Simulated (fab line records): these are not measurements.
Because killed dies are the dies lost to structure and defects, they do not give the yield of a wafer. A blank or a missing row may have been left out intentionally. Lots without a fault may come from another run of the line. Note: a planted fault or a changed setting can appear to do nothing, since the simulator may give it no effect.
fab line records	flow sky130
record: lots: 14	wafers: 42	last_day: 50
route steps=708 shown VIA2@521 METAL3@532
lots with no fault: from the same line, run without faults
start_h: the number of hours between the record's first day and the start of the first shown wafer of the lot	wait_h: hours since the lot's step before	" the same as in the row above	L1.1+2: a row that stands for several wafers	- value missing, or start not given	* or withheld: withheld	< > ~ a bound
route shown NAME@n: NAME is a module with steps in the file, n the number in the route of the first one	usual: average and standard deviation across the fault-free wafers	same: alike in all rows	chamber/n: place in a boat	sites: readings site by site	_std_site: the values' standard deviation	_edge_site: inner sites' mean taken away from outer sites' mean	radius_mm: how far each site lies from the wafer's centre	mask NAME#n: copy n	behind: the last tool/chamber to shape the wafer	hold: why the lot went on hold/how many hours it stayed there/how the hold came to an end	device: which transistor (n, p or np) failed to switch	end of line: the same wafers' tests at the end of the route	a step given without rows: its recipe and nothing more	killed: dies lost to structure and defects at the first sort, not the wafer's yield	map: the dies of a wafer, with x for killed, . for not killed, _ for no die there
set.NAME: the setting as run; set.NAME@STEP: as run at that earlier step	model.NAME: the simulator's own value behind a step, which no gauge read
route steps across a sampled set of lots; one table per step, one row per wafer
services: the hour from which a tool's chamber was out of use, counted from the record's first day as start_h (under 0 if before that day), plus the number of hours and why
== steps ==
step: SKY_VIA2_ETCH_14
recipe: chemistry: N2/H2	target: BARC	ion_energy_ev: 200	source_w: 500	bias_w: 100	pressure_mtorr: 30	n2_flow_sccm: 100	h2_flow_sccm: 200	stop_on: SiO2	time_s: 45.9	target_depth_a: 600
usual: drypump_motor_current_A: 5.8/0.48	oes_product_au: 0.854/0.0044	run_length_s: 74.2/0.58	throttle_valve_pct: 13.224/0.011
lot.wafer	tool	chamber	start_h	wait_h	drypump_motor_current_A	oes_product_au	rf_hours_counter_h	run_length_s	throttle_valve_pct
L463.2	rie_diel-02	0	863.07	0.0	6.3	0.854	1	74.9	13.221
L463.3	"	1	"	"	5.0	0.853	11	73.8	13.228
L463.6	"	1	"	"	5.0	0.850	-	73.5	13.233
L464.3	rie_diel-03	2	874.85	0.0	5.7	0.850	10	73.2	13.234
L464.5	"	1	"	"	6.0	0.850	-	74.2	13.221
L464.6	"	2	"	"	5.8	0.851	-	73.3	13.198
L465.1	rie_diel-03	3	878.45	0.0	6.2	0.850	7	74.6	13.233
L465.2	"	2	"	"	5.8	0.849	11	73.2	13.209
L465.4	"	1	"	"	6.0	0.852	15	74.1	13.227
L469.2	rie_diel-02	1	906.18	0.0	5.0	1.003	12	50.5	13.234
L469.5	"	3	"	"	6.2	0.861	-	74.4	13.236
L469.6	"	0	"	"	6.2	0.861	-	74.7	13.222
L470.2	rie_diel-02	2	912.27	0.0	5.2	1.024	11	51.9	13.246
L470.3	"	1	"	"	5.0	1.005	12	51.2	13.240
L470.4	"	0	"	"	6.2	0.858	2	75.0	13.211
L473.2	rie_diel-03	1	945.15	0.0	5.9	0.855	17	74.1	13.223
L473.3	"	2	"	"	5.8	0.856	13	73.1	13.242
L473.5	"	2	"	"	5.8	0.851	-	73.6	13.211
L476.3	rie_diel-04	1	952.09	0.0	6.0	0.849	24	74.5	13.217
L476.4	"	0	"	"	6.6	0.854	22	74.1	13.243
L476.5	"	0	"	"	6.6	0.857	-	73.5	13.219
L478.1	rie_diel-03	0	961.42	0.0	5.6	0.856	11	74.4	13.214
L478.2	"	2	"	"	5.8	0.854	13	73.5	13.216
L478.6	"	1	"	"	6.0	0.849	-	74.4	13.228
L479.1	rie_diel-04	0	967.70	0.0	6.6	0.851	23	73.5	13.230
L479.2	"	2	"	"	5.6	0.855	18	73.5	13.230
L479.3	"	1	"	"	6.0	0.854	24	74.8	13.230
L481.3	rie_diel-04	1	975.89	0.0	6.0	0.856	25	74.5	13.236
L481.5	"	0	"	"	6.6	0.854	-	73.6	13.223
L481.6	"	1	"	"	6.0	0.852	-	74.8	13.233
L482.4	rie_diel-02	0	988.19	0.0	6.3	0.855	4	75.2	13.233
L482.5	"	0	"	"	6.3	0.858	-	75.2	13.222
L482.6	"	1	"	"	5.0	0.854	-	74.3	13.229
L483.3	rie_diel-02	3	991.97	0.0	6.2	0.845	15	74.6	13.230
L483.4	"	0	"	"	6.2	0.852	5	74.6	13.238
L483.6	"	2	"	"	5.2	0.860	-	74.5	13.215
L484.2	rie_diel-03	3	995.82	0.0	6.2	0.850	11	74.3	13.231
L484.4	"	2	"	"	5.8	0.848	14	73.2	13.228
L484.6	"	1	"	"	5.9	0.852	-	74.2	13.219
L486.2	rie_diel-02	0	1009.00	0.0	6.2	0.856	5	75.3	13.247
L486.3	"	2	"	"	5.2	0.850	13	74.9	13.220
L486.4	"	3	"	"	6.2	0.863	15	74.6	13.213
step: SKY_VIA2_ETCH_15
recipe: target: SiO2	chemistry: C4F8/O2/Ar	target_depth_nm: 546	stop_on: TiN	mask_material: KrF-thick	source_w: 1500	bias_w: 1200	pressure_mtorr: 40	c4f8_flow_sccm: withheld	O2_flow_sccm: 6	Ar_flow_sccm: 300	time_s: 84
usual: oes_product_au: 0.940/0.0049	run_length_s: 112.3/0.59
lot.wafer	tool	chamber	start_h	wait_h	oes_product_au	rf_hours_counter_h	run_length_s
L463.2	rie_diel-02	0	863.11	0.0	0.937	1	113.1
L463.3	"	1	"	"	0.945	11	111.9
L463.6	"	1	"	"	0.941	-	112.2
L464.3	rie_diel-03	2	874.90	0.0	0.932	10	111.4
L464.5	"	1	"	"	0.939	-	112.5
L464.6	"	2	"	"	0.944	-	111.4
L465.1	rie_diel-03	3	878.50	0.0	0.943	7	112.7
L465.2	"	2	"	"	0.932	11	111.4
L465.4	"	1	"	"	0.949	15	112.6
L469.2	rie_diel-02	1	906.23	0.0	0.376	12	111.6
L469.5	"	3	"	"	0.935	-	113.1
L469.6	"	0	"	"	0.936	-	113.1
L470.2	rie_diel-02	2	912.31	0.0	0.371	11	112.7
L470.3	"	1	"	"	0.379	12	111.5
L470.4	"	0	"	"	0.938	2	113.2
L473.2	rie_diel-03	1	945.20	0.0	0.929	17	112.7
L473.3	"	2	"	"	0.942	13	111.9
L473.5	"	2	"	"	0.942	-	111.7
L476.3	rie_diel-04	1	952.13	0.0	0.938	24	112.8
L476.4	"	0	"	"	0.945	22	111.5
L476.5	"	0	"	"	0.938	-	111.6
L478.1	rie_diel-03	0	961.46	0.0	0.937	11	112.4
L478.2	"	2	"	"	0.953	13	111.6
L478.6	"	1	"	"	0.940	-	112.2
L479.1	rie_diel-04	0	967.75	0.0	0.943	23	111.5
L479.2	"	2	"	"	0.937	18	111.7
L479.3	"	1	"	"	0.939	24	112.6
L481.3	rie_diel-04	1	975.93	0.0	0.936	25	112.8
L481.5	"	0	"	"	0.941	-	111.5
L481.6	"	1	"	"	0.941	-	113.1
L482.4	rie_diel-02	0	988.23	0.0	0.949	4	112.9
L482.5	"	0	"	"	0.940	-	113.1
L482.6	"	1	"	"	0.944	-	112.2
L483.3	rie_diel-02	3	992.01	0.0	0.945	15	112.7
L483.4	"	0	"	"	0.949	5	112.8
L483.6	"	2	"	"	0.944	-	112.6
L484.2	rie_diel-03	3	995.86	0.0	0.941	11	112.4
L484.4	"	2	"	"	0.950	14	111.4
L484.6	"	1	"	"	0.939	-	112.1
L486.2	rie_diel-02	0	1009.05	0.0	0.945	5	112.9
L486.3	"	2	"	"	0.939	13	113.5
L486.4	"	3	"	"	0.938	15	112.6
step: SKY_VIA2_STRIP_16
recipe: chemistry: O2/N2	power_w: 1400	pressure_mtorr: 1500	platen_temp_c: withheld	o2_flow_sccm: 3000	n2_flow_sccm: 300	overash_fraction: 0.5
usual: drypump_motor_current_A: 5.84/0.27	oes_product_au: 0.398/0.005	strip_time_to_endpoint_s: 4.04/0.03
lot.wafer	tool	chamber	start_h	wait_h	drypump_motor_current_A	oes_product_au	rf_hours_counter_h	strip_time_to_endpoint_s
L463.2	plasma_asher-03	0	863.17	0.0	5.74	0.407	67	4.02
L463.3	"	1	"	"	5.84	0.397	-	3.99
L463.6	"	1	"	"	5.88	0.397	-	4.01
L464.3	plasma_asher-04	1	874.99	0.1	6.32	0.398	-	4.04
L464.5	"	0	"	"	5.72	0.390	-	4.06
L464.6	"	1	"	"	6.35	0.397	-	4.06
L465.1	plasma_asher-04	0	878.56	0.0	5.76	0.397	106	4.00
L465.2	"	1	"	"	6.38	0.397	106	4.02
L465.4	"	1	"	"	6.36	0.389	-	4.00
L469.2	plasma_asher-01	1	906.29	0.0	5.43	0.416	49	4.27
L469.5	"	0	"	"	5.50	0.402	-	4.05
L469.6	"	1	"	"	5.42	0.400	-	4.04
L470.2	plasma_asher-03	0	912.37	0.0	5.71	0.404	72	4.22
L470.3	"	1	"	"	5.80	0.406	-	4.25
L470.4	"	0	"	"	5.70	0.398	-	4.02
L473.2	plasma_asher-03	1	945.26	0.0	5.86	0.399	76	4.05
L473.3	"	1	"	"	5.89	0.398	-	4.07
L473.5	"	0	"	"	5.72	0.403	-	4.08
L476.3	plasma_asher-04	1	952.22	0.1	6.35	0.401	-	4.05
L476.4	"	0	"	"	5.76	0.399	-	4.06
L476.5	"	0	"	"	5.81	0.391	-	4.05
L478.1	plasma_asher-04	0	961.52	0.0	5.74	0.396	115	4.10
L478.2	"	1	"	"	6.35	0.409	115	4.08
L478.6	"	1	"	"	6.34	0.409	-	4.09
L479.1	plasma_asher-03	1	967.81	0.0	5.84	0.408	78	4.05
L479.2	"	0	"	"	5.74	0.393	78	3.99
L479.3	"	0	"	"	5.72	0.407	-	4.06
L481.3	plasma_asher-03	1	976.02	0.1	5.84	0.396	-	4.07
L481.5	"	1	"	"	5.83	0.397	-	4.06
L481.6	"	0	"	"	5.75	0.394	-	4.09
L482.4	plasma_asher-04	1	988.32	0.1	6.35	0.403	-	4.07
L482.5	"	0	"	"	5.75	0.405	-	4.06
L482.6	"	1	"	"	6.37	0.404	-	4.06
L483.3	plasma_asher-03	1	992.11	0.1	5.85	0.401	-	4.05
L483.4	"	0	"	"	5.66	0.394	-	4.03
L483.6	"	0	"	"	5.68	0.396	-	3.99
L484.2	plasma_asher-01	0	995.92	0.0	5.48	0.402	59	4.08
L484.4	"	1	"	"	5.42	0.398	-	4.07
L484.6	"	0	"	"	5.47	0.399	-	4.06
L486.2	plasma_asher-03	1	1009.11	0.0	5.84	0.402	82	4.07
L486.3	"	0	"	"	5.69	0.399	-	4.02
L486.4	"	1	"	"	5.82	0.392	-	4.06
step: SKY_METAL3_SPUTTER_00
recipe: material: Ti	target_thk_nm: 15	power_w: 3000	time_s: 10	chamber_pressure_pa: 0.4
usual: cathode_dc_power_W: 3000.0/0.61	throttle_valve_pct: 29.8/0.93
lot.wafer	tool	chamber	start_h	wait_h	cathode_dc_power_W	throttle_valve_pct
L463.2	pvd_sputter-02	-	864.55	0.1	2999.4	30.0
L463.3	"	-	"	"	3000.6	30.9
L463.6	"	-	"	"	2999.7	29.7
L464.3	pvd_sputter-04	-	876.30	0.1	2999.9	30.3
L464.5	"	-	"	"	2999.8	31.0
L464.6	"	-	"	"	2999.2	29.8
L465.1	pvd_sputter-03	-	879.91	0.1	2999.8	29.2
L465.2	"	-	"	"	2999.4	29.5
L465.4	"	-	"	"	3000.2	27.3
L469.5	pvd_sputter-04	-	907.57	0.1	2999.0	29.4
L469.6	"	-	"	"	2999.6	31.2
L470.4	pvd_sputter-02	-	913.64	0.1	2999.8	29.7
L473.2	pvd_sputter-04	-	946.53	0.2	3000.2	30.5
L473.3	"	-	"	"	3000.1	30.9
L473.5	"	-	"	"	3000.6	29.6
L476.3	pvd_sputter-04	-	953.45	0.1	3000.2	29.9
L476.4	"	-	"	"	3001.2	31.1
L476.5	"	-	"	"	2999.6	29.5
L478.1	pvd_sputter-02	-	962.92	0.2	3000.1	29.8
L478.2	"	-	"	"	3000.7	29.9
L478.6	"	-	"	"	3000.3	29.9
L479.1	pvd_sputter-04	-	969.10	0.2	2999.4	31.3
L479.2	"	-	"	"	2999.3	30.8
L479.3	"	-	"	"	3000.5	29.9
L481.3	pvd_sputter-04	-	977.25	0.2	3000.2	30.8
L481.5	"	-	"	"	2998.8	29.4
L481.6	"	-	"	"	3000.3	30.6
L482.4	pvd_sputter-03	-	989.55	0.1	2999.3	26.9
L482.5	"	-	"	"	2999.4	29.6
L482.6	"	-	"	"	2999.1	27.1
L483.3	pvd_sputter-03	-	993.34	0.1	3000.2	29.6
L483.4	"	-	"	"	2999.9	29.4
L483.6	"	-	"	"	2999.8	29.6
L484.2	pvd_sputter-02	-	997.19	0.2	3000.3	29.8
L484.4	"	-	"	"	2999.5	29.7
L484.6	"	-	"	"	3000.4	29.8
L486.2	pvd_sputter-04	-	1010.38	0.1	3000.2	29.6
L486.3	"	-	"	"	3000.2	30.9
L486.4	"	-	"	"	3000.5	29.6
== services ==
tool	chamber	start_h	hours	kind
plasma_asher-03	-	847.69	2.6	repair
pvd_sputter-03	-	849.59	5.9	repair
rie_diel-03	2	852.70	1.9	repair
plasma_asher-01	-	859.76	8.6	pm
plasma_asher-04	-	957.15	0.3	repair
rie_diel-02	-	959.69	0.3	repair
rie_diel-04	3	966.24	6.9	repair
plasma_asher-01	-	971.88	0.8	repair
rie_diel-02	0	977.08	8.7	repair
rie_diel-04	1	993.94	7.2	repair
rie_diel-02	-	994.00	14.6	pm
rie_diel-04	-	999.06	0.7	repair
== key ==
first_sign: step: SKY_VIA2_ETCH_14	reading: run_length_s	direction: down	sigmas: 39	usual: *	struck: *
effect: step: SKY_VIA2_ETCH_14	reading: oes_product_au	direction: up	sigmas: 36	usual: 0.854	struck: 1.011
effect: step: SKY_VIA2_ETCH_15	reading: oes_product_au	direction: down	sigmas: 99+	usual: 0.940	struck: 0.375
effect: step: SKY_VIA2_STRIP_16	reading: strip_time_to_endpoint_s	direction: up	sigmas: 6.7	usual: *	struck: *
effect: step: SKY_METAL3_SPUTTER_00	reading: visit	direction: missing
met_at SKY_VIA2_ETCH_14
struck_lots L469,L470
struck_wafers L469.2,L470.2,L470.3
later_rows_left_out L469.2,L470.2,L470.3
sort_left_out L469.2,L470.2,L470.3
onset_between 863.07 906.18
fault: kind: process_parameter_drift	tool: rie_diel-02	chamber: -	onset_h: 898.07	steps: SKY_VIA2_ETCH_14	channel: time_s	offset: *	shape: step	end_h: 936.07	scope: struck_wafers_only	acts_in: *	stated: *
sort_left_out: the simulated sort isn't trusted on such a fault, so these wafers' sort isn't shown, and their yield isn't known
later_rows_left_out: the simulator's readings of these wafers behind a module that went badly wrong aren't trusted and aren't shown, but for the sort
